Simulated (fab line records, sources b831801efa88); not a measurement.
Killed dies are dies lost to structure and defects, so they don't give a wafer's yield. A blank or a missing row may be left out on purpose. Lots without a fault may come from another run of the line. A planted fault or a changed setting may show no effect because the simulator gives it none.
Chamber matching | flow gf180mcu | GF_V3_CMP_26 on cmp-02: 4 sister chambers
The step polishes, stops on SiO2, t overpolish 15 s, target thk 0 nm. 8 wafers are shown with their chamber, then 8 later ones without.

WAFERS WITH THEIR CHAMBER
wafer  | chamber | time_to_endpoint_s (s) | motor_current_A (A)
L532.5 | 3       | 85                     | 12.3
L536.3 | 1       | 82                     | 11.5
L536.5 | 1       | 79                     | 11.9
L536.6 | 0       | 85                     | 10.7
L540.2 | 2       | 86                     | 11.4
L540.3 | 0       | 86                     | 10.2
L540.6 | 2       | 87                     | 11.4
L542.1 | 3       | 82                     | 11.8

WAFERS WITHOUT THEIR CHAMBER
wafer  | time_to_endpoint_s (s) | motor_current_A (A)
L542.4 | 89                     | 10.5
L542.5 | 81                     | 11.8
L545.2 | 77                     | 10.9
L545.3 | 75                     | 11.8
L545.5 | 80                     | 11.4
L546.1 | 87                     | 10.1
L546.3 | 83                     | 12.2
L546.6 | 82                     | 11.5

WHICH CHAMBER EACH WENT THROUGH
wafer  | from the rows above          | in truth
L542.4 | can't be placed: 0 or 2      | 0
L542.5 | can't be placed: 1 or 3      | 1
L545.2 | 1                            | 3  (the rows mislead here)
L545.3 | can't be placed: 1 or 3      | 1
L545.5 | 1                            | 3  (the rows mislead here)
L546.1 | 0                            | 0
L546.3 | can't be placed: 3 or 1      | 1
L546.6 | can't be placed: 1 or 3 or 2 | 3
Placed correctly: 1 of 8. Can't be placed from these rows: 5 (the true chamber is among the candidates in 5). Placed wrongly: 2.
How it was worked out, from the rows above alone: a wafer's distance from a chamber is the root of the sum, over the readings, of the square of ((its reading less the chamber's mean) divided by the reading's scatter). The wafer belongs to the nearest chamber; if the next one is less than 2 further off, it can't be placed. A chamber's mean is the mean of its shown wafers. The scatter: the root of (the sum of the squares of (reading less its chamber's mean) over the shown wafers, divided by (wafers less chambers)).
